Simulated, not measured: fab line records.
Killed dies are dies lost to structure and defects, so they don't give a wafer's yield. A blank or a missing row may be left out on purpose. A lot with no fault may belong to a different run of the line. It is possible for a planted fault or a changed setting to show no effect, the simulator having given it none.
fab line records	flow sky130
record lots=6	wafers=17	lastDay=50
route steps=708 shown VIA1@473 METAL2@483 PAD_OPEN@708
lots that met no fault: from a run of the same line without faults
startH: the number of hours between the record's first day and the start of the first shown wafer of the lot	waitH: hours from the lot's prior step to this one	" the same as in the row above	L1.1+2: one row covering several wafers at once	- either no value or no given start	* or withheld: withheld	< > ~ a bound
route shown NAME@n: a module of which the file shows steps, and the number in the route of the first	usual: mean/standard deviation taken from wafers without a fault	same: alike in all rows	chamber/n: place in a boat	sites: readings site by site	_std_site: their standard deviation	_edge_site: the outer-site mean with the inner-site mean subtracted	radiusMm: how far each site lies from the wafer's centre	mask NAME#n: copy n	behind: the tool/chamber that last shaped the wafer	hold: reason for holding the lot/hours on hold/outcome of the hold	device: names the non-switching transistor (n, p or np)	end of line: the same wafers' tests at the end of the route	step lacking rows: just its recipe	killed: count of dies lost to structure and defects at first sort (not the wafer's yield)	map: shows each die of a wafer: x if killed, . if not, _ if none is there
set.NAME: setting as actually run; set.NAME@STEP: the setting as run at that earlier step	model.NAME: the simulator's own value behind a step, which no gauge read
lots at some steps of the route; a table a step, a row a wafer
services: a tool's chamber out of use, with start hour (startH, from the record's first day; less than 0 if before it), hours out, and reason
## steps
# step SKY_VIA1_ETCH_15
# recipe target=SiO2	chemistry=C4F8/O2/Ar	targetDepthNm=351	stopOn=TiN	maskMaterial=KrF-thick	sourceW=1500	biasW=1200	pressureMtorr=40	c4f8FlowSccm=withheld	O2_flow_sccm=6	Ar_flow_sccm=300	timeS=54
# usual oesProductAu=0.978/0.0055
lot.wafer	tool	chamber	startH	waitH	oesProductAu	rfHoursCounterH
L305.3	rieDiel-02	1	870.77	0.0	0.981	10
L305.5	"	2	"	"	0.975	-
L305.6	"	1	"	"	0.978	-
L306.4	rieDiel-03	2	873.89	0.0	0.979	13
L306.5	"	2	"	"	0.980	-
L306.6	"	1	"	"	0.970	-
L308.1	rieDiel-01	3	929.87	0.0	0.981	4
L308.2	"	1	"	"	0.985	27
L308.5	"	1	"	"	0.988	-
L310.3	rieDiel-02	0	938.68	0.0	0.980	6
L310.5	"	3	"	"	0.970	-
L317.2	rieDiel-02	3	972.03	0.0	0.976	19
L317.4	"	1	"	"	0.980	14
L317.5	"	2	"	"	0.976	-
L316.1	rieDiel-01	1	977.67	0.0	0.976	28
L316.2	"	3	"	"	0.983	6
L316.6	"	2	"	"	0.984	-
# step SKY_VIA1_STRIP_16
# recipe chemistry=O2/N2	powerW=1400	pressureMtorr=1500	platenTempC=withheld	o2FlowSccm=3000	n2FlowSccm=300	overashFraction=0.5
# step SKY_VIA1_STRIP_17
# recipe chemistry=postEtchResidueRemover	timeS=1200	tempC=72.5
# step SKY_VIA1_CLEAN_18
# recipe chemistry=IPA	timeS=180	tempC=25
# step SKY_VIA1_CLEAN_19
# recipe chemistry=O3/DIW	dry=n2Spin
# step SKY_VIA1_SPUTTER_20
# recipe material=TiN	targetThkNm=20	chamberPressurePa=5	powerW=4000	timeS=80
# usual throttleValvePct=30.0/1.3
lot.wafer	tool	chamber	startH	waitH	throttleValvePct
L305.3	pvdSputter-03	-	871.45	0.0	29.0
L305.5	"	-	"	"	28.7
L305.6	"	-	"	"	32.5
L306.4	pvdSputter-01	-	874.62	0.0	31.4
L306.5	"	-	"	"	31.3
L306.6	"	-	"	"	30.0
L308.1	pvdSputter-01	-	930.51	0.0	30.3
L308.2	"	-	"	"	28.0
L308.5	"	-	"	"	30.5
L310.3	pvdSputter-01	-	939.36	0.0	30.3
L310.5	"	-	"	"	30.3
L317.2	pvdSputter-02	-	972.67	0.0	29.1
L317.4	"	-	"	"	27.9
L317.5	"	-	"	"	28.2
L316.1	pvdSputter-03	-	978.65	0.0	29.1
L316.2	"	-	"	"	30.9
L316.6	"	-	"	"	30.7
# step SKY_VIA1_CVD_21
# recipe material=W	targetThkNm=270	timeS=80.902	tempC=400	pressureTorr=40
# step SKY_VIA1_RS_MEAS_22
# recipe thkMeasGauge=four-point-probe	reads=W_of_VIA1_CVD_21+TiN_of_VIA1_SPUTTER_20
# usual VIA1_W_RS=0.426/0.0041
lot.wafer	tool	chamber	startH	waitH	VIA1_W_RS[ohm/sq]
L305.3	filmMetro-01	-	871.64	0.1	0.433
L305.5	"	-	"	"	0.426
L305.6	"	-	"	"	0.431
L306.4	filmMetro-02	-	874.83	0.1	0.420
L306.5	"	-	"	"	0.422
L306.6	"	-	"	"	0.425
L308.1	filmMetro-01	-	930.66	0.1	0.431
L308.2	"	-	"	"	0.427
L308.5	"	-	"	"	0.431
L310.3	filmMetro-02	-	939.55	0.1	0.425
L310.5	"	-	"	"	0.429
L317.2	filmMetro-01	-	972.84	0.1	0.432
L317.4	"	-	"	"	0.433
L317.5	"	-	"	"	0.433
L316.1	filmMetro-03	-	978.81	0.1	0.420
L316.2	"	-	"	"	0.427
L316.6	"	-	"	"	0.420
# step SKY_VIA1_THK_MEAS_23
# recipe thkMeasGauge=xrf	reads=W_of_VIA1_CVD_21
# usual VIA1_W_THK=274/3.8
lot.wafer	tool	chamber	startH	waitH	VIA1_W_THK[nm]
L305.3	filmMetro-01	-	871.74	0.1	268
L305.5	"	-	"	"	274
L305.6	"	-	"	"	271
L306.4	filmMetro-02	-	874.92	0.1	281
L306.5	"	-	"	"	281
L306.6	"	-	"	"	278
L308.1	filmMetro-01	-	930.78	0.1	270
L308.2	"	-	"	"	273
L308.5	"	-	"	"	270
L310.3	filmMetro-02	-	939.65	0.1	278
L310.5	"	-	"	"	276
L317.2	filmMetro-01	-	972.95	0.1	271
L317.4	"	-	"	"	271
L317.5	"	-	"	"	270
L316.1	filmMetro-03	-	978.93	0.1	275
L316.2	"	-	"	"	270
L316.6	"	-	"	"	277
# step SKY_VIA1_CMP_24
# recipe stopOn=SiO2	tOverpolishS=15	downForcePsi=3.5	platenRpm=60	targetThkNm=0	padVelocityMS=0.94248
# step SKY_METAL2_SPUTTER_00
# recipe material=Ti	targetThkNm=15	powerW=3000	timeS=10	chamberPressurePa=0.4
# usual throttleValvePct=30.3/1.2
lot.wafer	tool	chamber	startH	waitH	throttleValvePct
L305.3	pvdSputter-03	-	872.08	0.2	29.1
L305.5	"	-	"	"	29.2
L305.6	"	-	"	"	32.4
L306.4	pvdSputter-02	-	875.25	0.1	30.9
L306.5	"	-	"	"	29.0
L306.6	"	-	"	"	30.8
L308.1	pvdSputter-03	-	931.14	0.1	28.8
L308.2	"	-	"	"	30.5
L308.5	"	-	"	"	30.9
L310.3	pvdSputter-03	-	939.99	0.1	30.5
L310.5	"	-	"	"	30.7
L317.2	pvdSputter-04	-	973.30	0.2	31.8
L317.4	"	-	"	"	29.3
L317.5	"	-	"	"	31.9
L316.1	pvdSputter-04	-	979.29	0.2	32.0
L316.2	"	-	"	"	29.3
L316.6	"	-	"	"	29.0
# step SKY_METAL2_SPUTTER_01
# recipe material=TiN	targetThkNm=20	powerW=6500	timeS=16.7	chamberPressurePa=0.4
# step SKY_METAL2_SPUTTER_02
# recipe material=AlCu	targetThkNm=250	powerW=10600	timeS=13.3	chamberPressurePa=0.4
# usual throttleValvePct=30.3/1.2
lot.wafer	tool	chamber	startH	waitH	throttleValvePct	model.AlCu_of_METAL2_SPUTTER_02.thkNm
L305.3	pvdSputter-03	-	872.13	0.0	29.2	249.9
L305.5	"	-	"	"	29.3	249.2
L305.6	"	-	"	"	32.4	252.5
L306.4	pvdSputter-02	-	875.30	0.0	30.8	250.3
L306.5	"	-	"	"	29.0	250.8
L306.6	"	-	"	"	31.1	249.4
L308.1	pvdSputter-03	-	931.19	0.0	29.0	261.3
L308.2	"	-	"	"	30.7	251.6
L308.5	"	-	"	"	30.8	264
L310.3	pvdSputter-03	-	940.04	0.0	30.6	252.5
L310.5	"	-	"	"	31.0	266.9
L317.2	pvdSputter-04	-	973.35	0.0	32.0	247.3
L317.4	"	-	"	"	29.2	252.3
L317.5	"	-	"	"	31.7	249.8
L316.1	pvdSputter-04	-	979.33	0.0	31.8	247.4
L316.2	"	-	"	"	29.4	254.8
L316.6	"	-	"	"	29.2	253.6
# step SKY_METAL2_SPUTTER_03
# recipe material=Ti	targetThkNm=5	powerW=3000	timeS=3.3	chamberPressurePa=0.4
# usual throttleValvePct=30.3/1.1
lot.wafer	tool	chamber	startH	waitH	throttleValvePct
L305.3	pvdSputter-03	-	872.16	0.0	29.1
L305.5	"	-	"	"	28.9
L305.6	"	-	"	"	32.4
L306.4	pvdSputter-02	-	875.32	0.0	30.9
L306.5	"	-	"	"	29.2
L306.6	"	-	"	"	31.1
L308.1	pvdSputter-03	-	931.22	0.0	29.2
L308.2	"	-	"	"	30.9
L308.5	"	-	"	"	30.9
L310.3	pvdSputter-03	-	940.07	0.0	30.6
L310.5	"	-	"	"	30.9
L317.2	pvdSputter-04	-	973.38	0.0	32.0
L317.4	"	-	"	"	29.5
L317.5	"	-	"	"	31.6
L316.1	pvdSputter-04	-	979.36	0.0	31.8
L316.2	"	-	"	"	29.2
L316.6	"	-	"	"	29.4
# step SKY_METAL2_SPUTTER_04
# recipe material=TiN	targetThkNm=70	powerW=6500	timeS=58.3	chamberPressurePa=0.4
# usual throttleValvePct=30.3/1.1
lot.wafer	tool	chamber	startH	waitH	throttleValvePct
L305.3	pvdSputter-03	-	872.17	0.0	29.1
L305.5	"	-	"	"	29.1
L305.6	"	-	"	"	32.1
L306.4	pvdSputter-02	-	875.34	0.0	30.9
L306.5	"	-	"	"	29.1
L306.6	"	-	"	"	31.0
L308.1	pvdSputter-03	-	931.23	0.0	29.2
L308.2	"	-	"	"	30.6
L308.5	"	-	"	"	30.7
L310.3	pvdSputter-03	-	940.08	0.0	30.6
L310.5	"	-	"	"	30.8
L317.2	pvdSputter-04	-	973.39	0.0	31.8
L317.4	"	-	"	"	29.3
L317.5	"	-	"	"	31.9
L316.1	pvdSputter-04	-	979.38	0.0	31.8
L316.2	"	-	"	"	29.2
L316.6	"	-	"	"	29.5
# step SKY_METAL2_RS_MEAS_05
# recipe thkMeasGauge=four-point-probe	reads=TiN_of_METAL2_SPUTTER_04+Ti_of_METAL2_SPUTTER_03+AlCu_of_METAL2_SPUTTER_02+TiN_of_METAL2_SPUTTER_01+Ti_of_METAL2_SPUTTER_00
# usual METAL2_ALCU_RS=0.1265/0.0014
lot.wafer	tool	chamber	startH	waitH	METAL2_ALCU_RS[ohm/sq]
L305.3	filmMetro-01	-	872.26	0.1	0.1267
L305.5	"	-	"	"	0.1272
L305.6	"	-	"	"	0.1252
L306.4	filmMetro-04	-	875.45	0.1	0.1263
L306.5	"	-	"	"	0.1264
L306.6	"	-	"	"	0.1267
L308.1	filmMetro-03	-	931.28	0.0	0.1210
L308.2	"	-	"	"	0.1256
L308.5	"	-	"	"	0.1195
L310.3	filmMetro-03	-	940.17	0.1	0.1255
L310.5	"	-	"	"	0.1185
L317.2	filmMetro-04	-	973.46	0.0	0.1281
L317.4	"	-	"	"	0.1255
L317.5	"	-	"	"	0.1268
L316.1	filmMetro-01	-	979.43	0.0	0.1283
L316.2	"	-	"	"	0.1245
L316.6	"	-	"	"	0.1249
# step SKY_METAL2_THK_MEAS_06
# recipe thkMeasGauge=xrf	reads=AlCu_of_METAL2_SPUTTER_02
# usual METAL2_ALCU_THK=246.6/2.9
lot.wafer	tool	chamber	startH	waitH	METAL2_ALCU_THK[nm]
L305.3	filmMetro-01	-	872.36	0.1	243.8
L305.5	"	-	"	"	244.2
L305.6	"	-	"	"	247.5
L306.4	filmMetro-04	-	875.54	0.1	245.7
L306.5	"	-	"	"	247.0
L306.6	"	-	"	"	246.6
L308.1	filmMetro-03	-	931.40	0.1	256.8
L308.2	"	-	"	"	246.8
L308.5	"	-	"	"	259.6
L310.3	filmMetro-03	-	940.27	0.1	248.6
L310.5	"	-	"	"	263.5
L317.2	filmMetro-04	-	973.57	0.1	244.3
L317.4	"	-	"	"	249.6
L317.5	"	-	"	"	246.7
L316.1	filmMetro-01	-	979.55	0.1	243.6
L316.2	"	-	"	"	249.9
L316.6	"	-	"	"	251.9
# step SKY_METAL2_DEHYDRATE_07
# recipe tempC=200	timeS=60
# step SKY_PAD_OPEN_PROBE_99
# usual defectLimitedYield=82.5/1.9	killed_at_M0_to_M3=44/7.3	killed_at_M4_up=3.2/1.8	killedAtContacts=24/5.4	killedAtFrontEnd=16/4.4	killedAtOther=0.3/0.48	killedDies=86/9.5	killedOnRim=17/4	killedOpen=47/7.7	killedShort=39/6.4	sort_bin_3_pad_short=0.9/0.41	sort_bin_5_function=10.4/1.5	sort_bin_6_memory=6.2/1.1	sortNPass=406/9.5	sortYieldPct=82.5/1.9
# same grossDies=492	killedAtBackSide=0	sort_bin_4_leakage[%]=0	sort_bin_8_speed[%]=0
lot.wafer	tool	chamber	startH	waitH	defectLimitedYield[%]	killed_at_M0_to_M3	killed_at_M4_up	killedAtContacts	killedAtFrontEnd	killedAtOther	killedDies	killedOnRim	killedOpen	killedShort	sort_bin_3_pad_short[%]	sort_bin_5_function[%]	sort_bin_6_memory[%]	sortNPass	sortYieldPct[%]	model.etest.met2.lineOhmUm	model.etest.met2.rsOhmSq
L305.3	prober-01	-	1134.50	0.2	85.0	41	2	24	7	0	74	13	40	34	1.0	7.7	6.3	418	85.0	0.8975	0.1283
L305.5	prober-01	-	1134.60	0.2	85.0	40	4	12	18	0	74	9	42	32	1.6	8.7	4.7	418	85.0	0.9105	0.1277
L305.6	prober-01	-	1134.65	0.2	86.6	34	1	19	12	0	66	13	40	26	0.8	6.7	5.9	426	86.6	0.969	0.1284
L306.4	prober-02	-	1140.09	0.2	81.5	47	4	22	17	1	91	18	48	43	0.8	11.0	6.7	401	81.5	0.9388	0.1274
L306.5	prober-02	-	1140.14	0.2	81.1	37	3	30	23	0	93	20	51	42	1.2	10.8	6.9	399	81.1	0.9502	0.1288
L306.6	prober-02	-	1140.19	0.2	77.6	49	4	34	23	0	110	17	64	46	0.8	13.2	8.3	382	77.6	0.9417	0.1283
L308.1	prober-02	-	1178.61	0.1	83.1	36	2	27	18	0	83	20	41	42	1.4	11.0	4.5	409	83.1	0.8406	0.122
L308.2	prober-02	-	1178.66	0.1	80.7	41	3	31	20	0	95	19	51	44	1.2	11.6	6.5	397	80.7	0.9314	0.1271
L308.5	prober-02	-	1178.81	0.2	84.6	44	1	19	12	0	76	13	33	43	0.6	8.5	6.3	416	84.6	0.8527	0.1205
L310.3	prober-01	-	1183.59	0.2	83.7	35	3	33	9	0	80	13	41	39	0.6	8.5	7.1	412	83.7	0.889	0.1263
L310.5	prober-01	-	1183.69	0.2	86.4	35	1	24	7	0	67	17	36	31	1.4	7.7	4.5	425	86.4	0.8455	0.1193
L317.2	prober-02	-	1204.20	0.1	82.7	42	6	18	19	0	85	16	52	33	0.8	11.2	5.3	407	82.7	0.8951	0.1305
L317.4	prober-02	-	1204.30	0.2	77.8	55	1	28	24	1	109	26	65	44	0.8	13.0	8.3	383	77.8	0.9302	0.1265
L317.5	prober-02	-	1204.35	0.2	83.7	49	3	9	19	0	80	19	44	36	1.4	9.3	5.5	412	83.7	0.8919	0.1271
L316.1	prober-01	-	1208.67	0.1	83.5	40	2	23	16	0	81	19	47	34	0.6	11.6	4.3	411	83.5	0.9387	0.1288
L316.2	prober-01	-	1208.72	0.1	85.0	40	3	19	11	1	74	9	41	33	0.6	10.0	4.5	418	85.0	0.8563	0.1247
L316.6	prober-01	-	1208.92	0.2	83.7	39	6	25	9	1	80	13	36	44	1.4	10.2	4.7	412	83.7	0.9134	0.127
# killed by level:class
L305.3 VIA1:geometricParticle:open=10 VIA2:geometricParticle:open=9 CONTACT:geometricParticle:open=8 METAL2:geometricParticle:short=7 LI_CONTACT:geometricParticle:open=6 CONTACT:geometricParticle:short=5 VIA3:geometricParticle:open=4 METAL1:geometricParticle:short=4
L305.5 VIA1:geometricParticle:open=10 VIA3:geometricParticle:open=8 FIELD_ISO:geometricParticle:open=5 LI_CONTACT:geometricParticle:open=5 VIA3:geometricParticle:short=5 FIELD_ISO:geometricParticle:short=4 METAL1:geometricParticle:short=4 METAL3:geometricParticle:short=4
L305.6 METAL1:geometricParticle:short=10 CONTACT:geometricParticle:open=9 VIA1:geometricParticle:open=8 LI_CONTACT:geometricParticle:open=6 POLY_GATE:geometricParticle:open=4 VIA2:geometricParticle:open=4 VIA3:geometricParticle:open=4 METAL2:geometricParticle:short=3
L306.4 LI_CONTACT:geometricParticle:open=8 VIA1:geometricParticle:open=8 VIA3:geometricParticle:open=7 METAL2:geometricParticle:short=7 LOCAL_INTERCONNECT:geometricParticle:short=7 VIA2:geometricParticle:open=7 POLY_GATE:geometricParticle:short=6 CONTACT:geometricParticle:open=6
L306.5 CONTACT:geometricParticle:open=10 VIA2:geometricParticle:open=9 CONTACT:geometricParticle:short=9 VIA1:geometricParticle:open=9 POLY_GATE:geometricParticle:short=8 LI_CONTACT:geometricParticle:open=5 METAL1:geometricParticle:short=5 FIELD_ISO:geometricParticle:open=4
L306.6 VIA1:geometricParticle:open=14 CONTACT:geometricParticle:open=12 VIA2:geometricParticle:open=8 LI_CONTACT:geometricParticle:open=7 LOCAL_INTERCONNECT:geometricParticle:short=6 VIA3:geometricParticle:open=6 POLY_GATE:geometricParticle:short=5 VIA3:geometricParticle:short=5
L308.1 CONTACT:geometricParticle:open=9 LI_CONTACT:geometricParticle:open=8 VIA1:geometricParticle:open=7 METAL1:geometricParticle:short=6 METAL2:geometricParticle:short=6 POLY_GATE:geometricParticle:open=5 CONTACT:geometricParticle:short=5 POLY_GATE:geometricParticle:short=4
L308.2 CONTACT:geometricParticle:open=12 VIA3:geometricParticle:open=8 VIA1:geometricParticle:open=8 LI_CONTACT:geometricParticle:open=7 FIELD_ISO:geometricParticle:short=6 CONTACT:geometricParticle:short=6 POLY_GATE:geometricParticle:short=5 POLY_GATE:geometricParticle:open=5
L308.5 CONTACT:geometricParticle:short=7 METAL1:geometricParticle:short=7 VIA1:geometricParticle:open=6 METAL2:geometricParticle:short=6 VIA3:geometricParticle:short=6 POLY_GATE:geometricParticle:open=5 FIELD_ISO:geometricParticle:short=4 LI_CONTACT:geometricParticle:open=4
L310.3 CONTACT:geometricParticle:open=16 VIA1:geometricParticle:open=9 CONTACT:geometricParticle:short=7 METAL3:geometricParticle:short=6 VIA2:geometricParticle:open=5 LI_CONTACT:geometricParticle:open=4 LI_CONTACT:geometricParticle:short=4 VIA1:geometricParticle:short=4
L310.5 CONTACT:geometricParticle:open=9 VIA1:geometricParticle:open=7 CONTACT:geometricParticle:short=6 VIA1:geometricParticle:short=6 VIA2:geometricParticle:open=6 LOCAL_INTERCONNECT:geometricParticle:short=5 VIA3:geometricParticle:open=4 METAL1:geometricParticle:short=3
L317.2 CONTACT:geometricParticle:open=9 VIA1:geometricParticle:open=7 VIA3:geometricParticle:open=7 FIELD_ISO:geometricParticle:open=6 METAL2:geometricParticle:short=5 VIA2:geometricParticle:open=5 POLY_GATE:geometricParticle:open=4 LOCAL_INTERCONNECT:geometricParticle:short=4
L317.4 CONTACT:geometricParticle:open=12 VIA1:geometricParticle:open=10 FIELD_ISO:geometricParticle:open=9 VIA2:geometricParticle:open=9 VIA3:geometricParticle:open=8 METAL1:geometricParticle:short=7 FIELD_ISO:geometricParticle:short=6 LI_CONTACT:geometricParticle:open=6
L317.5 VIA1:geometricParticle:open=11 VIA1:geometricParticle:short=9 FIELD_ISO:geometricParticle:short=6 METAL2:geometricParticle:open=6 VIA2:geometricParticle:open=6 FIELD_ISO:geometricParticle:open=5 VIA3:geometricParticle:open=5 CONTACT:geometricParticle:open=5
L316.1 LI_CONTACT:geometricParticle:open=9 VIA1:geometricParticle:open=9 FIELD_ISO:geometricParticle:short=5 CONTACT:geometricParticle:short=5 CONTACT:geometricParticle:open=5 VIA1:geometricParticle:short=5 VIA3:geometricParticle:open=5 VIA2:geometricParticle:open=5
L316.2 VIA1:geometricParticle:open=13 VIA2:geometricParticle:open=7 LI_CONTACT:geometricParticle:open=6 CONTACT:geometricParticle:open=5 METAL1:geometricParticle:short=5 FIELD_ISO:geometricParticle:open=4 LOCAL_INTERCONNECT:geometricParticle:short=4 CONTACT:geometricParticle:short=3
L316.6 VIA2:geometricParticle:open=13 VIA1:geometricParticle:short=10 CONTACT:geometricParticle:short=8 CONTACT:geometricParticle:open=7 FIELD_ISO:geometricParticle:open=4 LI_CONTACT:geometricParticle:short=4 METAL1:geometricParticle:short=4 VIA1:geometricParticle:open=4
## services
tool	chamber	startH	hours	kind
pvdSputter-03	-	852.90	2.4	repair
pvdSputter-03	-	859.39	0.8	repair
rieDiel-02	3	891.13	41.1	repair
pvdSputter-02	-	898.14	1.7	repair
rieDiel-03	0	900.14	3.5	repair
rieDiel-01	-	906.66	1.5	repair
rieDiel-01	0	906.69	19.8	repair
pvdSputter-04	-	913.26	2.2	repair
pvdSputter-04	0	920.86	-	consumableReplace:kit
pvdSputter-04	0	920.86	18.0	scheduledDown
pvdSputter-04	0	920.86	18.0	ventCycle
rieDiel-03	1	930.45	2.5	repair
pvdSputter-01	-	939.47	6.4	repair
pvdSputter-02	-	972.84	3.3	repair
rieDiel-01	1	978.80	-	clean
rieDiel-01	1	978.80	-	consumableReplace:showerhead
rieDiel-01	1	978.80	19.7	scheduledDown
rieDiel-01	1	978.80	19.7	ventCycle
## key
firstSign step=SKY_METAL2_RS_MEAS_05	reading=METAL2_ALCU_RS	direction=down	sigmas=5	usual=0.1265	struck=0.1196
effect step=SKY_METAL2_THK_MEAS_06	reading=METAL2_ALCU_THK	direction=up	sigmas=4.6	usual=246.6	struck=260.0
modelEffect step=SKY_METAL2_SPUTTER_02	value=AlCu_of_METAL2_SPUTTER_02.thkNm	without=251.3	struck=264.1
modelEffect step=SKY_PAD_OPEN_PROBE_99	value=etest.met2.lineOhmUm	without=0.8908	struck=0.8463
metAt SKY_METAL2_SPUTTER_02
struckWafers L308.1,L308.5,L310.5
onsetBetween 872.13 931.19
fault kind=processParameterDrift	tool=pvdSputter-03	chamber=-	onsetH=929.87	steps=SKY_METAL2_SPUTTER_02	channel=timeS	offset=*	shape=step	endH=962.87	scope=struckWafersOnly	actsIn=*	stated=*
